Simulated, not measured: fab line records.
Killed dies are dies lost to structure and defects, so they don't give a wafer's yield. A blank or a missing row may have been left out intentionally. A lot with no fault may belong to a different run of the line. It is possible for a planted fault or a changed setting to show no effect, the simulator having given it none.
fab line records | flow sky130
record: lots: 6 wafers: 18 last-day: 50
route steps=708 shown POLY_GATE@222 PAD_OPEN@708
lots untouched by any fault: they come from a run of this same line in which no faults occurred
start-h: the number of hours between the record's first day and the start of the first shown wafer of the lot | wait-h: time in hours since the lot's previous step | " repeats the value in the row above | L1.1+2: a row that stands for several wafers | - no value, or no start given | * or withheld: withheld | < > ~ a bound
route shown NAME@n: names a module that has steps shown in the file, with the first one's number in the route | usual: average and standard deviation across the fault-free wafers | same: alike in all rows | chamber/n: place in a boat | sites: each site's reading | _std_site: standard deviation across them | _edge_site: inner sites' mean taken away from outer sites' mean | radius-mm: how far each site lies from the wafer's centre | mask NAME#n: copy n | behind: the most recent tool/chamber to have shaped the wafer | hold: the reason the lot was held/the length of the hold in hours/how it ended | device: names the non-switching transistor (n, p or np) | end of line: tests of these same wafers at the route's end | for a step that has no rows: nothing shown but its recipe | killed: count of dies lost to structure and defects at first sort (not the wafer's yield) | map: a wafer's dies, x killed, . not, _ none there
set.NAME: the setting that was run; set.NAME@STEP: the one run at that earlier step | model.NAME: the simulator's own value behind a step, which no gauge read
lots at selected steps of the route; one table per step, one row per wafer
services: when a tool's chamber went out of use (start-h, in hours from the record's first day, below 0 if earlier), for how many hours, and the reason
== steps ==
step: SKY_POLY_GATE_COAT_08
recipe: resist: KrF-thick spin-rpm: 3000 resist-thk-nm: 450
step: SKY_POLY_GATE_SOFTBAKE_09
recipe: temp-c: 100 time-s: 90 resist: KrF-thick
step: SKY_POLY_GATE_EXPOSE_10
recipe: mask-id: P1M na: 0.68 source-shape: conventional sigma-outer: 0.6 target-cd-nm: 150 dose-mj: 28
step: SKY_POLY_GATE_PEB_11
recipe: peb-temp-c: withheld peb-time-s: withheld resist: KrF-thick
step: SKY_POLY_GATE_DEVELOP_12
recipe: develop-time-s: 60 resist: KrF-thick dev-temp-c: 21
step: SKY_POLY_GATE_CD_MEAS_13
recipe: target-cd-nm: 150
usual: cd-nm: 150.2/1.3
columns lot.wafer tool chamber start-h wait-h cd-nm
L227.2 cd-sem-02 - 395.88 - 149.5
L227.4 " - " " 149.4
L227.6 " - " " 148.7
L234.1 cd-sem-01 - 460.21 - 148.6
L234.2 " - " " 147.6
L234.6 " - " " 149.9
L235.1 cd-sem-01 - 469.66 - 152.4
L235.5 " - " " 149.5
L235.6 " - " " 151.2
L241.1 cd-sem-01 - 520.74 - 149.2
L241.4 " - " " 149.7
L241.6 " - " " 150.5
L243.1 cd-sem-02 - 539.34 - 150.8
L243.3 " - " " 149.2
L243.5 " - " " 150.1
L247.1 cd-sem-01 - 565.99 - 150.7
L247.4 " - " " 150.1
L247.5 " - " " 149.8
step: SKY_POLY_GATE_OVL_MEAS_14
usual: POLY_GATE_OVL: 5/4.8
columns lot.wafer tool chamber start-h wait-h POLY_GATE_OVL[nm]
L227.2 overlay-01 - 395.99 0.1 6
L227.4 " - " " 7
L227.6 " - " " 7
L234.1 overlay-02 - 460.33 0.1 6
L234.2 " - " " -3
L234.6 " - " " 8
L235.1 overlay-02 - 469.78 0.1 -2
L235.5 " - " " 10
L235.6 " - " " 2
L241.1 overlay-02 - 520.86 0.1 0
L241.4 " - " " 13
L241.6 " - " " 2
L243.1 overlay-02 - 539.46 0.1 0
L243.3 " - " " 1
L243.5 " - " " -1
L247.1 overlay-01 - 566.11 0.1 9
L247.4 " - " " 4
L247.5 " - " " 5
step: SKY_POLY_GATE_ETCH_15
recipe: chemistry: N2/H2 target: BARC ion-energy-ev: 200 source-w: 500 bias-w: 100 pressure-mtorr: 30 n2-flow-sccm: 100 h2-flow-sccm: 200 stop-on: SiO2 time-s: 118.5 target-depth-a: 1100
usual: chamber-pressure-mTorr: 29.999/0.026 drypump-motor-current-A: 5.6/0.5 oes-product-au: 0.716/0.0047 throttle-valve-pct: 13.213/0.0095
columns lot.wafer tool chamber start-h wait-h chamber-pressure-mTorr drypump-motor-current-A oes-product-au rf-hours-counter-h throttle-valve-pct
L227.2 rie-diel-03 3 396.02 0.0 30.000 5.4 0.714 68 13.200
L227.4 " 0 " " 29.968 6.2 0.717 47 13.222
L227.6 " 2 " " 30.011 6.1 0.714 - 13.215
L234.1 rie-diel-03 2 460.36 0.0 29.973 6.1 0.717 95 13.201
L234.2 " 3 " " 30.032 5.4 0.714 70 13.220
L234.6 " 2 " " 30.017 6.1 0.717 - 13.215
L235.1 rie-diel-03 2 469.82 0.0 30.069 6.1 0.712 95 13.211
L235.5 " 3 " " 30.055 5.4 0.714 - 13.200
L235.6 " 0 " " 30.018 6.2 0.713 - 13.216
L241.1 rie-diel-01 2 520.89 0.0 29.991 5.3 0.724 1 13.223
L241.4 " 1 " " 30.000 6.3 0.726 9 13.219
L241.6 " 3 " " 30.016 5.8 0.714 - 13.203
L243.1 rie-diel-04 1 539.49 0.0 30.027 6.3 0.724 22 13.215
L243.3 " 2 " " 29.980 5.1 0.716 5 13.215
L243.5 " 1 " " 29.990 6.3 0.711 - 13.229
L247.1 rie-diel-04 3 566.14 0.0 29.969 5.4 0.714 75 13.189
L247.4 " 1 " " 30.010 6.3 0.719 23 13.204
L247.5 " 1 " " 30.016 6.3 0.709 - 13.218
step: SKY_POLY_GATE_ETCH_16
recipe: stop-on: poly-Si chemistry: CH3F/O2 target: Si3N4 source-w: 392.7 bias-w: 80 pressure-mtorr: 25 ch3f-flow-sccm: 40 O2_flow_sccm: 30 time-s: 147.5 target-depth-a: 750
usual: ch3f-flow-sccm: 40.00/0.11 chamber-pressure-mTorr: 24.998/0.027 drypump-motor-current-A: 5.6/0.5 oes-product-au: 0.641/0.0053 throttle-valve-pct: 10.534/0.0086
columns lot.wafer tool chamber start-h wait-h ch3f-flow-sccm chamber-pressure-mTorr drypump-motor-current-A oes-product-au rf-hours-counter-h throttle-valve-pct
L227.2 rie-diel-03 3 396.10 0.0 40.24 24.971 5.4 0.648 69 10.552
L227.4 " 0 " " 40.09 25.000 6.2 0.654 47 10.520
L227.6 " 2 " " 40.07 24.975 6.1 0.643 - 10.521
L234.1 rie-diel-03 2 460.45 0.0 39.88 24.936 6.1 0.641 95 10.535
L234.2 " 3 " " 40.05 25.001 5.4 0.639 70 10.540
L234.6 " 2 " " 40.02 24.979 6.1 0.640 - 10.524
L235.1 rie-diel-03 2 469.90 0.0 39.99 25.002 6.1 0.637 95 10.539
L235.5 " 3 " " 40.02 25.017 5.3 0.628 - 10.543
L235.6 " 0 " " 40.17 25.035 6.2 0.641 - 10.528
L241.1 rie-diel-01 2 520.98 0.0 40.06 24.955 5.3 0.648 2 10.546
L241.4 " 1 " " 39.97 25.009 6.3 0.640 9 10.530
L241.6 " 3 " " 40.01 25.014 5.7 0.645 - 10.546
L243.1 rie-diel-04 1 539.58 0.0 39.86 25.024 6.3 0.642 22 10.552
L243.3 " 2 " " 39.87 25.013 5.1 0.632 5 10.541
L243.5 " 1 " " 39.84 24.996 6.3 0.642 - 10.523
L247.1 rie-diel-04 3 566.23 0.0 39.96 24.963 5.4 0.638 75 10.531
L247.4 " 1 " " 40.10 25.054 6.2 0.634 23 10.542
L247.5 " 1 " " 39.91 24.991 6.3 0.644 - 10.526
step: SKY_POLY_GATE_ETCH_17
recipe: target-depth-nm: 180 stop-on: SiO2 over-etch-frac: 0.56667 chemistry: HBr/Cl2 target: poly-Si icp-w: 400 bias-w: 100 pressure-mtorr: 10 HBr_flow_sccm: 150 Cl2_flow_sccm: 50 time-s: 70.5
usual: HBr_flow_sccm: 150.0/0.44 chamber-pressure-mTorr: 10.000/0.01 drypump-motor-current-A: 5.9/0.57 oes-product-au: 0.982/0.0083 throttle-valve-pct: 33.684/0.0085
columns lot.wafer tool chamber start-h wait-h HBr_flow_sccm chamber-pressure-mTorr drypump-motor-current-A oes-product-au rf-hours-counter-h throttle-valve-pct
L227.2 rie-si-01 0 396.20 0.0 150.0 10.019 6.2 0.995 3 33.682
L227.4 " 1 " " 150.0 9.996 6.2 0.988 - 33.683
L227.6 " 0 " " 150.7 10.003 6.2 0.988 - 33.676
L234.1 rie-si-02 1 460.55 0.0 149.6 10.007 4.9 0.977 5 33.688
L234.2 " 3 " " 149.7 10.013 5.1 0.986 1 33.700
L234.6 " 3 " " 150.6 10.003 5.1 0.980 - 33.683
L235.1 rie-si-01 3 470.00 0.0 150.5 10.008 5.9 0.982 4 33.693
L235.5 " 2 " " 149.6 10.011 6.5 0.985 - 33.680
L235.6 " 3 " " 150.2 9.991 5.9 0.968 - 33.672
L241.1 rie-si-01 1 521.07 0.0 149.9 10.007 6.2 0.981 31 33.689
L241.4 " 2 " " 150.5 10.008 6.5 0.971 3 33.678
L241.6 " 1 " " 150.2 9.999 6.2 0.972 - 33.655
L243.1 rie-si-01 0 539.67 0.0 149.8 9.994 6.2 0.983 4 33.674
L243.3 " 2 " " 149.8 10.002 6.6 0.980 3 33.689
L243.5 " 1 " " 150.7 9.994 6.2 0.978 - 33.680
L247.1 rie-si-01 0 566.32 0.0 149.5 9.992 6.2 0.988 4 33.707
L247.4 " 1 " " 150.2 10.012 6.2 0.976 32 33.679
L247.5 " 3 " " 150.2 9.996 5.9 0.977 - 33.694
step: SKY_POLY_GATE_STRIP_18
recipe: chemistry: O2/N2 power-w: 1400 pressure-mtorr: 1500 platen-temp-c: withheld o2-flow-sccm: 3000 n2-flow-sccm: 300 overash-fraction: 0.5
usual: chamber-pressure-mTorr: 1500.0/1.4 drypump-motor-current-A: 5.6/0.58 oes-product-au: 0.362/0.0043 strip-time-to-endpoint-s: 3.20/0.044
same: overash-fraction: 0.5
columns lot.wafer tool chamber start-h wait-h chamber-pressure-mTorr drypump-motor-current-A oes-product-au rf-hours-counter-h strip-time-to-endpoint-s
L227.2 plasma-asher-03 1 396.25 0.0 1500.1 6.1 0.357 58 3.24
L227.4 " 1 " " 1498.6 6.1 0.366 - 3.20
L227.6 " 1 " " 1500.8 6.1 0.361 - 3.17
L234.1 plasma-asher-03 0 460.60 0.0 1499.7 6.0 0.365 65 3.20
L234.2 " 1 " " 1502.3 6.1 0.366 65 3.22
L234.6 " 0 " " 1499.4 6.0 0.366 - 3.13
L235.1 plasma-asher-04 1 470.05 0.0 1497.4 4.9 0.364 35 3.21
L235.5 " 1 " " 1499.7 4.9 0.359 - 3.23
L235.6 " 0 " " 1498.6 6.4 0.363 - 3.23
L241.1 plasma-asher-03 0 521.13 0.0 1500.4 6.0 0.362 71 3.14
L241.4 " 0 " " 1498.7 6.0 0.354 - 3.19
L241.6 " 1 " " 1500.3 6.0 0.363 - 3.23
L243.1 plasma-asher-01 1 539.73 0.0 1499.1 5.0 0.360 7 3.15
L243.3 " 0 " " 1501.3 4.8 0.361 - 3.25
L243.5 " 0 " " 1499.8 4.8 0.368 - 3.17
L247.1 plasma-asher-04 1 566.38 0.0 1505.2 5.0 0.360 46 3.15
L247.4 " 0 " " 1500.9 6.3 0.360 - 3.12
L247.5 " 0 " " 1497.2 6.3 0.356 - 3.13
step: SKY_POLY_GATE_CLEAN_19
recipe: chemistry: SC1/SC2 mix: 1:4:20 temp-c: 70 time-s: 150 dry: n2-spin
step: SKY_POLY_GATE_OXIDATION_20
recipe: temp-c: 850 ambient: O2 stabilise-s: 600 purge-s: 300 target-thk-a: 40 ox-time-s: 899
usual: spike-tc-bottom-C: 867.3/2.5 spike-tc-centre-C: 850.6/1.3 spike-tc-lower-C: 849.9/1 spike-tc-top-C: 860.7/1.1 spike-tc-upper-C: 851.0/1.2 tube-center-temp-C: 850/0.076 tube_center_temp_C_max: 852.2/0.36 zone-power-lower-pct: 18.07/0.2 zone-power-upper-pct: 15.13/0.17
columns lot.wafer tool chamber start-h wait-h spike-tc-bottom-C spike-tc-centre-C spike-tc-lower-C spike-tc-top-C spike-tc-upper-C tube-center-temp-C tube_center_temp_C_max zone-power-lower-pct zone-power-upper-pct model.SiO2_of_POLY_GATE_OXIDATION_20.thk-nm
L227.2 furnace-01 0 398.08 1.7 869.2 849.1 851.3 860.4 851.6 850.1 852.1 18.09 15.21 3.836
L227.4 " 0 " " 868.8 849.2 849.2 860.4 851.9 850.01 852.1 18.06 15.20 3.907
L227.6 " 0 " " 869.1 852.0 850.7 861.0 852.1 849.96 852.1 18.08 15.18 3.91
L234.1 furnace-01 0 463.18 2.4 842.9 821.4 821.4 834.7 824.0 822.01 824.9 16.81 13.92 2.73
L234.2 " 0 " " 843.0 821.5 821.3 833.1 824.5 822.09 823.9 17.17 13.89 2.722
L234.6 " 0 " " 841.2 823.3 822.8 835.7 824.5 822.31 824.8 16.77 13.81 2.768
L235.1 furnace-01 0 470.39 0.2 843.1 822.1 821.9 833.5 825.1 822.3 824.9 17.17 14.08 2.699
L235.5 " 0 " " 841.4 819.9 821.8 833.5 823.5 822.05 824.6 16.92 14.05 2.646
L235.6 " 0 " " 840.6 821.9 821.5 832.9 824.6 822.2 824.3 17.16 14.07 2.77
L241.1 furnace-02 0 523.59 2.3 863.2 852.6 850.2 860.0 849.9 850 852.6 18.05 15.14 3.98
L241.4 " 0 " " 862.6 853.0 848.6 858.9 849.4 849.92 852.7 17.94 15.25 4.005
L241.6 " 0 " " 863.9 849.4 849.4 861.5 851.1 850.11 851.8 17.94 15.06 4.015
L243.1 furnace-02 0 539.88 0.0 864.3 849.9 849.8 860.5 848.8 850.04 852.3 18.16 15.40 3.901
L243.3 " 0 " " 863.5 851.7 850.8 862.4 848.7 850.09 852.0 17.93 15.20 3.954
L243.5 " 0 " " 865.5 851.4 850.2 862.6 849.6 850.07 851.8 17.79 15.28 4.015
L247.1 furnace-01 0 567.18 0.7 868.7 849.7 849.1 859.7 853.8 849.79 852.3 18.09 14.97 4.009
L247.4 " 0 " " 870.6 849.1 850.3 859.4 852.5 849.97 852.4 18.19 15.12 4.016
L247.5 " 0 " " 870.9 850.0 849.3 862.7 850.9 850.07 852.1 18.28 14.91 3.925
step: SKY_POLY_GATE_THK_MEAS_21
recipe: reads: SiO2_of_POLY_GATE_OXIDATION_20
usual: POLY_GATE_OXIDATION_THK: 3.97/0.075
columns lot.wafer tool chamber start-h wait-h POLY_GATE_OXIDATION_THK[nm]
L227.2 film-metro-04 - 399.34 0.0 3.83
L227.4 " - " " 3.93
L227.6 " - " " 3.92
L234.1 film-metro-04 - 464.43 0.0 2.69
L234.2 " - " " 2.75
L234.6 " - " " 2.75
L235.1 film-metro-02 - 471.64 0.0 2.69
L235.5 " - " " 2.69
L235.6 " - " " 2.79
L241.1 film-metro-04 - 524.84 0.0 3.92
L241.4 " - " " 4.03
L241.6 " - " " 4.08
L243.1 film-metro-02 - 541.13 0.0 3.84
L243.3 " - " " 3.94
L243.5 " - " " 4.00
L247.1 film-metro-01 - 568.43 0.0 4.04
L247.4 " - " " 3.98
L247.5 " - " " 3.93
step: SKY_POLY_GATE_CD_MEAS_22
usual: cd-nm: 149.7/2.7
columns lot.wafer tool chamber start-h wait-h cd-nm
L227.2 cd-sem-02 - 399.41 0.1 147.5
L227.4 " - " " 152.8
L227.6 " - " " 150.8
L234.1 cd-sem-01 - 464.58 0.1 153.2
L234.2 " - " " 148.9
L234.6 " - " " 155.3
L235.1 cd-sem-01 - 471.70 0.1 155.8
L235.5 " - " " 149.7
L235.6 " - " " 152.4
L241.1 cd-sem-01 - 524.90 0.1 149.4
L241.4 " - " " 151.1
L241.6 " - " " 149.0
L243.1 cd-sem-02 - 541.19 0.1 149.8
L243.3 " - " " 148.0
L243.5 " - " " 148.4
L247.1 cd-sem-01 - 568.49 0.1 147.3
L247.4 " - " " 148.2
L247.5 " - " " 145.8
step: SKY_PAD_OPEN_PROBE_99
usual: killed_at_M0_to_M3: 42/7.6 killed_at_M4_up: 3.4/2 killed-at-contacts: 24/5.9 killed-at-front-end: 16/4.5 killed-at-other: 0.4/0.58 killed-dies: 86/10 killed-open: 47/7.6 killed-short: 39/6.7
same: gross-dies: 492 killed-at-back-side: 0
columns lot.wafer tool chamber start-h wait-h killed_at_M0_to_M3 killed_at_M4_up killed-at-contacts killed-at-front-end killed-at-other killed-dies killed-open killed-short model.etest.tip-sonos.rs-ohm-sq model.etest.tip-p.rs-ohm-sq model.etest.res-pdiff.line-ohm-um model.etest.tip-n.rs-ohm-sq model.etest.res-pdiff.rs-ohm-sq model.etest.res-ndiff.rs-ohm-sq
L227.2 prober-02 - 1096.83 0.1 41 2 30 19 1 93 46 46 2696 6716 1336 438 193.1 116.9
L227.4 prober-02 - 1096.93 0.2 46 3 26 12 0 87 51 34 2704 6742 1315 437.2 191.9 115.8
L227.6 prober-02 - 1097.03 0.2 41 8 31 24 1 105 54 47 2730 6748 1312 440.9 194.2 117.9
L234.1 prober-02 - 1137.53 0.1 30 1 27 22 1 81 42 39 2550 6784 1311 426.5 188.2 115.9
L234.2 prober-02 - 1137.58 0.1 47 3 22 9 1 82 42 40 2508 6788 1330 427.3 190.5 116.4
L234.6 prober-02 - 1137.78 0.2 44 3 22 14 0 83 46 35 2485 6774 1308 430.8 190.4 116.8
L235.1 prober-02 - 1142.85 0.2 37 3 37 11 0 88 47 41 2508 6677 1290 422.7 189.9 114.3
L235.5 prober-02 - 1143.05 0.3 39 8 29 20 0 96 57 39 2451 6659 1278 426.3 189.7 114.3
L235.6 prober-02 - 1143.10 0.4 51 1 26 17 0 95 52 43 2568 6641 1291 423.2 190.6 114.2
L241.1 prober-02 - 1173.68 0.1 41 4 23 16 0 84 50 33 2833 6878 1437 437 201.8 120.2
L241.4 prober-02 - 1173.83 0.2 47 5 28 11 1 92 44 46 2792 6845 1400 431.2 201.2 120.5
L241.6 prober-02 - 1173.93 0.2 42 11 30 16 0 99 48 51 2771 6901 1402 432.6 201.5 120.5
L243.1 prober-02 - 1183.08 0.1 35 0 18 15 0 68 34 34 2639 6720 1374 437.9 195.1 120
L243.3 prober-02 - 1183.18 0.2 37 0 14 25 0 76 40 36 2747 6763 1366 435.9 198 120.8
L243.5 prober-02 - 1183.28 0.2 28 2 16 22 0 68 38 30 2728 6748 1401 438.4 197 120.5
L247.1 prober-02 - 1200.87 1.9 50 1 17 10 0 78 42 36 2698 6801 1379 435.9 200.9 119.5
L247.4 prober-02 - 1201.02 2.0 33 5 40 14 0 92 48 44 2715 6842 1360 437 199.8 120.4
L247.5 prober-02 - 1201.07 2.1 42 1 19 13 0 75 45 30 2729 6781 1351 438.2 199.3 119.7
killed by level:class
L227.2 LI_CONTACT:geometric-particle:open=12 VIA3:geometric-particle:open=9 VIA1:geometric-particle:open=8 METAL2:geometric-particle:short=6 LOCAL_INTERCONNECT:geometric-particle:short=6 POLY_GATE:geometric-particle:short=5 LI_CONTACT:geometric-particle:short=5 CONTACT:geometric-particle:open=5
L227.4 CONTACT:geometric-particle:open=11 VIA1:geometric-particle:open=10 VIA3:geometric-particle:open=8 VIA2:geometric-particle:open=6 LI_CONTACT:geometric-particle:open=5 CONTACT:geometric-particle:short=5 VIA3:geometric-particle:short=5 FIELD_ISO:geometric-particle:open=4
L227.6 CONTACT:geometric-particle:open=11 VIA1:geometric-particle:open=11 VIA3:geometric-particle:open=9 FIELD_ISO:geometric-particle:short=7 LOCAL_INTERCONNECT:geometric-particle:short=6 POLY_GATE:geometric-particle:short=5 POLY_GATE:geometric-particle:open=5 LI_CONTACT:geometric-particle:open=5
L234.1 CONTACT:geometric-particle:open=11 POLY_GATE:geometric-particle:short=7 VIA3:geometric-particle:open=7 LI_CONTACT:geometric-particle:open=6 VIA1:geometric-particle:open=6 FIELD_ISO:geometric-particle:short=5 FIELD_ISO:geometric-particle:open=5 METAL2:geometric-particle:short=5
L234.2 VIA1:geometric-particle:open=9 CONTACT:geometric-particle:open=8 LOCAL_INTERCONNECT:geometric-particle:short=7 METAL2:geometric-particle:short=6 LI_CONTACT:geometric-particle:open=6 METAL1:geometric-particle:short=6 VIA2:geometric-particle:open=6 VIA1:geometric-particle:short=4
L234.6 VIA1:geometric-particle:open=13 VIA2:geometric-particle:open=7 METAL2:geometric-particle:short=7 FIELD_ISO:geometric-particle:open=5 POLY_GATE:geometric-particle:open=5 CONTACT:geometric-particle:short=5 CONTACT:geometric-particle:open=5 VIA1:geometric-particle:short=5
L235.1 CONTACT:geometric-particle:open=13 LI_CONTACT:geometric-particle:open=11 METAL2:geometric-particle:short=8 VIA1:geometric-particle:short=6 VIA2:geometric-particle:open=5 VIA3:geometric-particle:open=5 FIELD_ISO:geometric-particle:short=4 VIA1:geometric-particle:open=4
L235.5 CONTACT:geometric-particle:open=14 VIA1:geometric-particle:open=10 METAL1:geometric-particle:short=8 LI_CONTACT:geometric-particle:open=6 VIA2:geometric-particle:open=6 POLY_GATE:geometric-particle:short=5 POLY_GATE:geometric-particle:open=5 VIA3:geometric-particle:open=5
L235.6 VIA1:geometric-particle:open=13 LI_CONTACT:geometric-particle:open=12 CONTACT:geometric-particle:open=6 CONTACT:geometric-particle:short=6 VIA1:geometric-particle:short=6 METAL2:geometric-particle:short=6 FIELD_ISO:geometric-particle:short=5 VIA3:geometric-particle:short=5
L241.1 VIA1:geometric-particle:open=11 LI_CONTACT:geometric-particle:open=9 CONTACT:geometric-particle:open=8 METAL2:geometric-particle:short=6 VIA2:geometric-particle:open=6 METAL1:geometric-particle:short=5 POLY_GATE:geometric-particle:open=5 POLY_GATE:geometric-particle:short=5
L241.4 METAL2:geometric-particle:short=10 CONTACT:geometric-particle:open=8 VIA1:geometric-particle:open=8 LI_CONTACT:geometric-particle:open=7 LOCAL_INTERCONNECT:geometric-particle:short=7 VIA1:geometric-particle:short=6 VIA3:geometric-particle:short=5 METAL2:geometric-particle:open=4
L241.6 CONTACT:geometric-particle:open=11 VIA2:geometric-particle:open=9 METAL4:geometric-particle:short=7 POLY_GATE:geometric-particle:short=6 LI_CONTACT:geometric-particle:open=6 CONTACT:geometric-particle:short=6 VIA1:geometric-particle:open=6 LI_CONTACT:geometric-particle:short=5
L243.1 VIA1:geometric-particle:open=10 POLY_GATE:geometric-particle:short=5 LOCAL_INTERCONNECT:geometric-particle:short=5 METAL1:geometric-particle:short=5 FIELD_ISO:geometric-particle:open=4 LI_CONTACT:geometric-particle:open=4 VIA3:geometric-particle:open=4 VIA1:geometric-particle:short=4
L243.3 VIA1:geometric-particle:open=8 POLY_GATE:geometric-particle:short=6 FIELD_ISO:geometric-particle:short=5 FIELD_ISO:geometric-particle:open=5 POLY_GATE:geometric-particle:open=5 METAL2:geometric-particle:open=5 VIA3:geometric-particle:short=4 CONTACT:geometric-particle:open=4
L243.5 VIA2:geometric-particle:open=7 POLY_GATE:geometric-particle:open=6 LI_CONTACT:geometric-particle:open=6 CONTACT:geometric-particle:open=5 SPACER:geometric-particle:short=4 VIA1:geometric-particle:open=4 VIA3:geometric-particle:short=4 FIELD_ISO:geometric-particle:open=3
L247.1 VIA3:geometric-particle:open=9 CONTACT:geometric-particle:open=9 VIA1:geometric-particle:open=8 METAL2:geometric-particle:short=7 VIA2:geometric-particle:short=5 LOCAL_INTERCONNECT:geometric-particle:short=4 VIA1:geometric-particle:short=4 METAL1:geometric-particle:short=4
L247.4 CONTACT:geometric-particle:open=16 LOCAL_INTERCONNECT:geometric-particle:short=8 VIA1:geometric-particle:open=8 FIELD_ISO:geometric-particle:short=7 CONTACT:geometric-particle:short=6 LI_CONTACT:geometric-particle:open=5 VIA2:geometric-particle:open=5 METAL4:geometric-particle:short=4
L247.5 VIA1:geometric-particle:open=11 CONTACT:geometric-particle:open=10 VIA3:geometric-particle:open=8 VIA2:geometric-particle:open=6 METAL3:geometric-particle:short=5 LI_CONTACT:geometric-particle:open=4 VIA1:geometric-particle:short=4 FIELD_ISO:geometric-particle:open=3
== services ==
columns tool chamber start-h hours kind
rie-si-01 2 386.17 13.5 repair
rie-si-02 - 397.15 0.5 repair
rie-diel-01 - 413.35 0.8 repair
rie-diel-03 - 418.38 1.1 repair
plasma-asher-01 - 421.25 9.0 pm
furnace-02 - 423.13 3.0 pm
rie-diel-03 1 439.02 28.9 repair
furnace-01 - 446.12 3.9 pm
rie-diel-04 2 454.22 2.5 repair
rie-diel-04 - 455.83 0.6 repair
furnace-02 - 461.15 5.0 pm
rie-diel-04 2 465.08 4.7 repair
plasma-asher-01 - 468.55 28.1 pm
rie-si-01 - 503.17 0.5 repair
rie-si-02 - 505.62 2.8 pm
rie-diel-04 0 510.78 5.0 repair
rie-si-01 3 512.52 5.5 repair
furnace-01 - 512.86 14.5 pm
rie-diel-01 3 524.99 55.5 repair
rie-si-01 2 527.19 0.9 repair
rie-diel-03 - 529.41 16.9 repair
rie-diel-03 0 530.38 18.8 repair
plasma-asher-03 - 558.32 0.5 repair
furnace-02 - 564.00 16.3 repair
== key ==
first-sign: step: SKY_POLY_GATE_OXIDATION_20 reading: tube-center-temp-C direction: down sigmas: 99+ usual: * struck: *
effect: step: SKY_POLY_GATE_OXIDATION_20 reading: tube_center_temp_C_max direction: down sigmas: 77 usual: * struck: *
effect: step: SKY_POLY_GATE_THK_MEAS_21 reading: POLY_GATE_OXIDATION_THK direction: down sigmas: 17 usual: 3.97 struck: 2.73
model-effect: step: SKY_POLY_GATE_OXIDATION_20 value: SiO2_of_POLY_GATE_OXIDATION_20.thk-nm without: 3.955 struck: 2.722
model-effect: step: SKY_PAD_OPEN_PROBE_99 value: etest.tip-sonos.rs-ohm-sq without: 2692 struck: 2512
met-at SKY_POLY_GATE_OXIDATION_20
struck-wafers L234.1,L234.2,L234.6,L235.1,L235.5,L235.6
tester-left-out L234,L235
onset-between 398.08 463.18
fault: kind: process-parameter-drift tool: furnace-01 chamber: - onset-h: 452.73 steps: SKY_POLY_GATE_OXIDATION_20 channel: temp-c offset: * shape: step end-h: 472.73 acts-in: * stated: *
tester-left-out: of these lots the tester's yield and bins aren't shown, on N5 and GAA mostly nor the transistor test; their killed dies are dies lost to structure and defects alone, not to doping, threshold or leakage, so they don't give the yield
